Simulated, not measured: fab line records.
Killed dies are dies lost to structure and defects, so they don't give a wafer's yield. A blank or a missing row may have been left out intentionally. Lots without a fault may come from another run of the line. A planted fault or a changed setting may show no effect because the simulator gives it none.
The tool behind it: which one? || flow gf180mcu || Sampling: 7 lots, 21 wafers, 3 of 602 route steps

== WHAT THE GAUGES SHOWED, per wafer ==
GF_HV_LDD_TW_MEAS_38.
{"lot": "L223", "measured": "day 12 10:40", "on": "film_metro-03", "HV_LDD_3_TW": "1425 1422 1422"}
{"lot": "L226", "measured": "day 13 08:39", "on": "film_metro-03", "HV_LDD_3_TW": "1417 1414 1421"}
{"lot": "L228", "measured": "day 14 01:10", "on": "film_metro-03", "HV_LDD_3_TW": "1420 1423 1419"}
{"lot": "L234", "measured": "day 16 01:35", "on": "film_metro-03", "HV_LDD_3_TW": "39 39 39"}
{"lot": "L239", "measured": "day 17 15:32", "on": "film_metro-02", "HV_LDD_3_TW": "1413 1420 1417"}
{"lot": "L243", "measured": "day 18 21:20", "on": "film_metro-03", "HV_LDD_3_TW": "1433 1438 1426"}
{"lot": "L245", "measured": "day 19 15:15", "on": "film_metro-03", "HV_LDD_3_TW": "1428 1423 1418"}

== EACH LOT AND THE TOOL THAT RAN IT (in order: tool; ch and the chambers of the sampled wafers; start) ==
{"lot": "L223", "GF_HV_LDD_STRIP_10": "plasma_asher-03 ch 0,1, day 10 18:46", "GF_HV_LDD_DEVELOP_30": "litho_track-02 ch 0, day 12 09:39"}
{"lot": "L226", "GF_HV_LDD_STRIP_10": "plasma_asher-02 ch 0,1, day 11 16:14", "GF_HV_LDD_DEVELOP_30": "litho_track-01 ch 0, day 13 07:39"}
{"lot": "L228", "GF_HV_LDD_STRIP_10": "plasma_asher-01 ch 0,1, day 12 06:40", "GF_HV_LDD_DEVELOP_30": "litho_track-02 ch 0, day 14 00:09"}
{"lot": "L234", "GF_HV_LDD_STRIP_10": "plasma_asher-01 ch 0,1, day 14 04:32", "GF_HV_LDD_DEVELOP_30": "litho_track-02 ch 0, day 16 00:36"}
{"lot": "L239", "GF_HV_LDD_STRIP_10": "plasma_asher-03 ch 0,1, day 15 16:25", "GF_HV_LDD_DEVELOP_30": "litho_track-04 ch 0, day 17 14:32"}
{"lot": "L243", "GF_HV_LDD_STRIP_10": "plasma_asher-01 ch 0,1, day 16 19:08", "GF_HV_LDD_DEVELOP_30": "litho_track-04 ch 0, day 18 20:20"}
{"lot": "L245", "GF_HV_LDD_STRIP_10": "plasma_asher-02 ch 0,1, day 17 13:30", "GF_HV_LDD_DEVELOP_30": "litho_track-01 ch 0, day 19 14:14"}
- GF_HV_LDD_STRIP_10: strips in O2/N2.
- GF_HV_LDD_DEVELOP_30: develop time 60 s.

== THE ANSWER, worked out from the rows above alone ==
Rule: usual is defined by the lots themselves. Put in order of their means at a reading, lots are off if they are a third of the lots or fewer, leave a main group of 4 or more, and stand apart from it by a gap of 3 or more times the standard deviation of the main group's means; of several such gaps the widest counts. The tables above print the reading to a certain number of digits; a main group whose means all agree to those digits is not used. Also off: a lot with no number at a reading for which 4 or more lots have one. Any other lot the step has rows for is counted as sound.
Off: at GF_HV_LDD_TW_MEAS_38 (HV_LDD_3_TW), L234. Main group: mean 1422, sd 5.2.
A tool fits if, at a process step before that reading, it ran every lot that is off, and no sound lot after the first of them. Gauges at GF_HV_LDD_TW_MEAS_38: tried the same way as those tools. One candidate fits, namely litho_track-02 at GF_HV_LDD_DEVELOP_30. A fault onset in the window from L228 (day 14 00:09, its last sound lot) to L234 (day 16 00:36, its first lot off) fits.

== WHAT THE SIMULATOR HAD INSERTED ==
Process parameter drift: litho_track-02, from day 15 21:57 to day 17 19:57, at GF_HV_LDD_DEVELOP_30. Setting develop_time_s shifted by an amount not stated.
Lots struck among those shown: L234. Same finding as the rule above.
